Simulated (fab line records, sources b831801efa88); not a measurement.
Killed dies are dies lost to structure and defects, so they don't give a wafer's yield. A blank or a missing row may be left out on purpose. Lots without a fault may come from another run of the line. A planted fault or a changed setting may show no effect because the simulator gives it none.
Which tool did it? | flow sky130 | 11 lots, 33 wafers sampled, at 6 steps of a route of 708

WHAT THE GAUGES READ, wafer by wafer
SKY_GATE_OXIDE_OVL_MEAS_10.
lot  | measured     | on         | GATE_OXIDE_OVL (nm)
L922 | day 14 05:37 | overlay-02 | 1.1 0.5 0.4
L923 | day 14 12:02 | overlay-01 | -2.8 -0.9 -2.0
L924 | day 14 19:46 | overlay-01 | 0.9 0.3 -1.0
L929 | day 16 08:07 | overlay-01 | 0.0 0.7 0.8
L933 | day 18 06:53 | overlay-02 | -1.5 -0.7 -1.0
L934 | day 18 11:47 | overlay-02 | 0.2 0.2 -2.0
L936 | day 18 23:49 | overlay-02 | 0.3 0.6 0.2
L937 | day 19 06:07 | overlay-02 | -3.5 -1.8 -1.1
L943 | day 21 11:40 | overlay-01 | -1.4 -1.3 -1.2
L944 | day 21 17:25 | overlay-01 | -0.1 -0.7 -1.8
L945 | day 21 23:17 | overlay-01 | 0.3 -0.1 -0.3

SKY_LDD_N_TW_MEAS_17.
lot  | measured     | on            | LDD_N_TW
L922 | day 18 06:44 | film_metro-01 | 2582 2590 2574
L923 | day 18 11:52 | film_metro-01 | 2564 2579 2574
L924 | day 18 20:36 | film_metro-03 | 2601 2595 2589
L929 | day 20 14:20 | film_metro-01 | 2574 2587 2574
L933 | day 22 11:16 | film_metro-04 | 2563 2559 2568
L934 | day 22 18:26 | film_metro-03 | 2518 2523 2546
L936 | day 23 04:15 | film_metro-04 | 2624 2614 2629
L937 | day 23 11:26 | film_metro-04 | 2608 2606 2610
L943 | day 25 12:11 | film_metro-04 | 2611 2600 2596
L944 | day 25 19:57 | film_metro-04 | 2589 2594 2609
L945 | day 25 23:15 | film_metro-04 | 2617 2619 2606

WHICH TOOL RAN EACH LOT (tool, then ch and the chambers of the sampled wafers, then the start)
lot  | SKY_GATE_OXIDE_STRIP_13              | SKY_POLY_GATE_STRIP_18               | SKY_LDD_N_IMPLANT_10            | SKY_LDD_N_STRIP_16
L922 | plasma_asher-03 ch 0,1, day 14 05:53 | plasma_asher-01 ch 0,1, day 16 23:22 | implanter-01 ch 0, day 18 05:44 | plasma_asher-02 ch 0,1, day 18 06:37
L923 | plasma_asher-04 ch 0,1, day 14 12:19 | plasma_asher-01 ch 0, day 17 01:49   | implanter-02 ch 0, day 18 10:53 | plasma_asher-02 ch 0,1, day 18 11:45
L924 | plasma_asher-03 ch 0,1, day 14 20:09 | plasma_asher-03 ch 0,1, day 17 09:46 | implanter-02 ch 0, day 18 19:36 | plasma_asher-04 ch 0,1, day 18 20:30
L929 | plasma_asher-03 ch 0,1, day 16 08:24 | plasma_asher-01 ch 0,1, day 19 01:19 | implanter-04 ch 0, day 20 13:20 | plasma_asher-04 ch 0,1, day 20 14:14
L933 | plasma_asher-04 ch 0,1, day 18 07:13 | plasma_asher-01 ch 0,1, day 21 01:58 | implanter-01 ch 0, day 22 10:17 | plasma_asher-04 ch 0,1, day 22 11:10
L934 | plasma_asher-03 ch 0,1, day 18 12:04 | plasma_asher-03 ch 0,1, day 21 09:28 | implanter-01 ch 0, day 22 17:26 | plasma_asher-02 ch 0,1, day 22 18:20
L936 | plasma_asher-01 ch 0, day 19 00:06   | plasma_asher-03 ch 0,1, day 21 19:16 | implanter-02 ch 0, day 23 03:16 | plasma_asher-04 ch 0,1, day 23 04:08
L937 | plasma_asher-03 ch 0,1, day 19 06:23 | plasma_asher-03 ch 0,1, day 22 02:37 | implanter-02 ch 0, day 23 10:24 | plasma_asher-03 ch 0,1, day 23 11:18
L943 | plasma_asher-04 ch 1, day 21 11:56   | plasma_asher-01 ch 0, day 24 04:46   | implanter-01 ch 0, day 25 11:11 | plasma_asher-02 ch 0,1, day 25 12:04
L944 | plasma_asher-03 ch 0,1, day 21 17:45 | plasma_asher-01 ch 0,1, day 24 10:55 | implanter-01 ch 0, day 25 18:57 | plasma_asher-03 ch 0,1, day 25 19:50
L945 | plasma_asher-03 ch 1, day 21 23:34   | plasma_asher-03 ch 0,1, day 24 15:31 | implanter-02 ch 0, day 25 22:15 | plasma_asher-03 ch 0,1, day 25 23:09
- SKY_GATE_OXIDE_STRIP_13: strips in O2/N2.
- SKY_POLY_GATE_STRIP_18: strips in O2/N2.
- SKY_LDD_N_IMPLANT_10
- SKY_LDD_N_STRIP_16: strips in O2/N2.

WHAT THE TOOLS THEMSELVES READ (means of the sampled wafers that have a number; where no wafer has one, the mark that the record gives instead)
SKY_GATE_OXIDE_STRIP_13.
lot  | tool            | drypump_motor_current_A (A) | oes_product_au (a.u.) | strip_time_to_endpoint_s (s)
L922 | plasma_asher-03 | 6.4                         | 0.714                 | 14.11
L923 | plasma_asher-04 | 5.2                         | 0.716                 | 14.20
L924 | plasma_asher-03 | 6.4                         | 0.713                 | 14.20
L929 | plasma_asher-03 | 6.4                         | 0.715                 | 14.20
L933 | plasma_asher-04 | 5.2                         | 0.718                 | 14.21
L934 | plasma_asher-03 | 6.1                         | 0.718                 | 14.14
L936 | plasma_asher-01 | 5.3                         | 0.712                 | 14.19
L937 | plasma_asher-03 | 6.2                         | 0.714                 | 14.18
L943 | plasma_asher-04 | 5.2                         | 0.714                 | 14.13
L944 | plasma_asher-03 | 6.4                         | 0.713                 | 14.15
L945 | plasma_asher-03 | 6.7                         | 0.714                 | 14.17

SKY_POLY_GATE_STRIP_18.
lot  | tool            | drypump_motor_current_A (A) | oes_product_au (a.u.) | strip_time_to_endpoint_s (s)
L922 | plasma_asher-01 | 5.2                         | 0.358                 | 3.17
L923 | plasma_asher-01 | 5.3                         | 0.352                 | 3.17
L924 | plasma_asher-03 | 6.2                         | 0.360                 | 3.20
L929 | plasma_asher-01 | 5.3                         | 0.362                 | 3.16
L933 | plasma_asher-01 | 5.3                         | 0.362                 | 3.14
L934 | plasma_asher-03 | 6.4                         | 0.361                 | 3.18
L936 | plasma_asher-03 | 6.4                         | 0.358                 | 3.14
L937 | plasma_asher-03 | 6.5                         | 0.360                 | 3.14
L943 | plasma_asher-01 | 5.2                         | 0.360                 | 3.19
L944 | plasma_asher-01 | 5.3                         | 0.356                 | 3.15
L945 | plasma_asher-03 | 6.5                         | 0.365                 | 3.23

SKY_LDD_N_IMPLANT_10.
lot  | tool         | dose_ions_cm2 | faraday_current_uA
L922 | implanter-01 | 7.5e+13       | 423
L923 | implanter-02 | 7.5e+13       | 429
L924 | implanter-02 | 7.5e+13       | 430
L929 | implanter-04 | 7.5e+13       | 430
L933 | implanter-01 | 4.5e+13       | 255
L934 | implanter-01 | 4.5e+13       | 258
L936 | implanter-02 | 7.5e+13       | 421
L937 | implanter-02 | 7.5e+13       | 422
L943 | implanter-01 | 7.5e+13       | 416
L944 | implanter-01 | 7.5e+13       | 422
L945 | implanter-02 | 7.5e+13       | 426

SKY_LDD_N_STRIP_16.
lot  | tool            | drypump_motor_current_A (A) | oes_product_au (a.u.) | strip_time_to_endpoint_s (s)
L922 | plasma_asher-02 | 5.5                         | 0.406                 | 4.314
L923 | plasma_asher-02 | 5.5                         | 0.408                 | 4.299
L924 | plasma_asher-04 | 5.2                         | 0.405                 | 4.305
L929 | plasma_asher-04 | 5.2                         | 0.406                 | 4.306
L933 | plasma_asher-04 | 5.2                         | 0.408                 | 4.207
L934 | plasma_asher-02 | 5.5                         | 0.406                 | 4.215
L936 | plasma_asher-04 | 5.2                         | 0.403                 | 4.319
L937 | plasma_asher-03 | 6.4                         | 0.410                 | 4.298
L943 | plasma_asher-02 | 5.5                         | 0.402                 | 4.312
L944 | plasma_asher-03 | 6.4                         | 0.410                 | 4.295
L945 | plasma_asher-03 | 6.4                         | 0.405                 | 4.304

THE ANSWER, worked out from the rows above alone
Rule: what is usual is taken from the lots themselves. Put in order of their means at a reading, lots are off if they are a third of the lots or fewer, leave a main group of 4 or more, and stand apart from it by a gap of 3 or more times the standard deviation of the main group's means; of several such gaps the widest counts. A main group whose means are all the same, to the digits that the tables above print for the reading, isn't used. A lot without any number at a reading at which 4 lots or more have one is off too. The other lots that the step has rows for count as sound. The gauges are gone through in route order, then the tools' own readings, and for those a lot's mean is taken as printed above. The first step at which some lot is off is used, and at that step the reading that is off furthest; a lot without a number counts as furthest.
Off: L933, L934, at SKY_LDD_N_IMPLANT_10 (faraday_current_uA). The main group: mean 424, standard deviation 4.5.
A tool fits if, at that step or a process step before it, it ran every lot that is off, and no sound lot after the first of them. None of those tried fits.

WHAT THE SIMULATOR HAD PUT IN
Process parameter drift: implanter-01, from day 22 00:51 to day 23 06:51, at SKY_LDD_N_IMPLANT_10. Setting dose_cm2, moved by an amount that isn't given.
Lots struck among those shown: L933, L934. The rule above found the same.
